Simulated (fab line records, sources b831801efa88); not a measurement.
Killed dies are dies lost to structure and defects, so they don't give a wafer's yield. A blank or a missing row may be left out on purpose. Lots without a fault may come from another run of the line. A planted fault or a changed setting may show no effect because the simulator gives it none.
Which tool did it? | flow gf180mcu | 6 lots, 18 wafers sampled, at 2 steps of a route of 602

WHAT THE GAUGES READ, wafer by wafer
GF_NSD_CD_MEAS_07: target cd 400 nm.
lot  | measured     | on        | cd_nm (nm)
L870 | day 15 02:12 | cd_sem-01 | 397.2 396.5 401.1
L876 | day 17 07:20 | cd_sem-01 | 400.2 401.2 399.5
L879 | day 18 05:02 | cd_sem-01 | 397.2 396.0 397.6
L882 | day 19 06:28 | cd_sem-02 | 400.6 400.8 402.5
L885 | day 20 13:36 | cd_sem-01 | 402.5 401.9 404.6
L889 | day 21 14:26 | cd_sem-02 | 399.2 400.2 397.8

WHICH TOOL RAN EACH LOT (tool, then ch and the chambers of the sampled wafers, then the start)
lot  | GF_NSD_EXPOSE_04
L870 | iline_stepper-01 ch 0, day 14 16:05
L876 | iline_stepper-02 ch 0, day 16 19:34
L879 | iline_stepper-01 ch 0, day 17 17:22
L882 | iline_stepper-02 ch 0, day 18 18:16
L885 | iline_stepper-02 ch 0, day 20 02:05
L889 | iline_stepper-02 ch 0, day 21 02:34
- GF_NSD_EXPOSE_04: exposes mask Nplus, target cd 400 nm.

THE ANSWER, worked out from the rows above alone
Rule: what is usual is taken from the lots themselves. Put in order of their means at a reading, lots are off if they are a third of the lots or fewer, leave a main group of 4 or more, and stand apart from it by a gap of 3 or more times the standard deviation of the main group's means; of several such gaps the widest counts. A main group whose means are all the same, to the digits that the tables above print for the reading, isn't used. A lot without any number at a reading at which 4 lots or more have one is off too. The other lots that the step has rows for count as sound.
No lot is off at any reading shown: from this, nothing can be told.

WHAT THE SIMULATOR HAD PUT IN
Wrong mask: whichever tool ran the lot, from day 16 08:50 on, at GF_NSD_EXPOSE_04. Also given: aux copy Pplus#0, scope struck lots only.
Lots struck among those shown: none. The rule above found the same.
